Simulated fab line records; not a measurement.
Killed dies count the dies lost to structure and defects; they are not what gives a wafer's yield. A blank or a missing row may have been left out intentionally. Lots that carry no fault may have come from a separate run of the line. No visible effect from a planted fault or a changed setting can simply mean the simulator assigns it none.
Matching of chambers ; flow gf180mcu ; GF_POLY_GATE_ETCH_13 on rie-si-01: 4 sister chambers
The step etches poly-Si in HBr/Cl2, stops on SiO2, target depth 198.5 nm, time 69.6 s. 4 wafers are shown with their chamber, then 7 later ones without.

WAFERS PAIRED WITH THEIR CHAMBERS
wafer;chamber;oes-product-au (a.u.)
L891.2;0;0.989
L891.3;3;0.988
L892.2;2;0.983
L892.5;1;0.999

WAFERS WHOSE CHAMBER IS MISSING
wafer;oes-product-au (a.u.)
L892.6;1.001
L894.2;0.983
L894.3;0.996
L894.4;0.988
L896.3;0.993
L896.5;0.992
L896.6;0.988

THE CHAMBER EACH PASSED THROUGH
wafer;from the rows above;in truth
L892.6;1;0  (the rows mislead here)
L894.2;2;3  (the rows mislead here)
L894.3;can't be placed: 1 or 0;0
L894.4;can't be placed: 3 or 0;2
L896.3;can't be placed: 0 or 3 or 1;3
L896.5;can't be placed: 0 or 3 or 1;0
L896.6;can't be placed: 3 or 0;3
Correctly placed: 0 of 7. Cannot be placed on the basis of these rows: 5; the candidates contain the true chamber in 4. 2 placed wrongly.
How it was worked out, from the rows above alone: a wafer's distance from a chamber is the root of the sum, over the readings, of the square of ((its reading less the chamber's mean) divided by the reading's scatter). The wafer belongs to the nearest chamber; if the next one is less than 2 further off, it can't be placed. A chamber's mean is the mean of its shown wafers. The scatter: with one shown wafer a chamber, the root of the mean of the squares of how far each hidden wafer lies from its nearest shown one.
